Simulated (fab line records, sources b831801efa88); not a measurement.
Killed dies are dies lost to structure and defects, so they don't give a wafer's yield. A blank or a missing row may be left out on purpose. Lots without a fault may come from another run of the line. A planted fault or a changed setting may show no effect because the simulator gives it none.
One fault seen from 2 desks | flow sky130 | each desk has only its own numbers; what lay behind them comes last

THE TOOL OWNER'S DESK: cvd_w-02
The tool's own readings at SKY_VIA3_CVD_21 (deposits W, target thk 390 nm, time 117.31 s): means of the sampled wafers that have a number, for each lot that ran on this tool. A lot is out of limits, marked OUT, if its mean lies more than 4 standard deviations from the usual mean; the brackets give that distance.
Columns: A = heater_power_w at SKY_VIA3_CVD_21, usual 814 W
lot  | first seen here | A
L102 | day 40 05:23    | 764
L105 | day 40 21:04    | 807
L106 | day 41 15:19    | 770
L107 | day 41 16:06    | 762
L110 | day 42 09:59    | 769
L111 | day 43 00:38    | 798
L121 | day 45 19:44    | 809
This desk's finding: nothing out of limits on any of the 7 lots.

THE METROLOGY DESK
What the gauges read, lot by lot, whatever tool the lot ran on: means of the sampled wafers that have a number. A lot is out of limits, marked OUT, if its mean lies more than 4 standard deviations from the usual mean; the brackets give that distance.
Columns: A = PASSIVATION_CVD_00_THK at SKY_PASSIVATION_THK_MEAS_01, usual 90.2 nm
lot  | first seen here | A
L101 | day 44 01:40    | 91.3
L102 | day 44 10:55    | 91.6
L105 | day 44 20:27    | 89.1
L106 | day 45 15:47    | 91.4
L107 | day 45 16:59    | 90.5
L109 | day 46 03:51    | 92.3
L110 | day 46 06:58    | 88.8
L111 | day 46 19:11    | 90.8
L116 | day 48 02:35    | 89.5
L120 | day 49 02:07    | 89.4
L121 | day 49 08:23    | 89.3
L124 | day 49 17:10    | 89.6
This desk's finding: nothing out of limits on any of the 12 lots.

PUT TOGETHER
The tool owner's desk saw nothing out of limits.
The metrology desk saw nothing out of limits.

WHAT THE SIMULATOR HAD PUT IN
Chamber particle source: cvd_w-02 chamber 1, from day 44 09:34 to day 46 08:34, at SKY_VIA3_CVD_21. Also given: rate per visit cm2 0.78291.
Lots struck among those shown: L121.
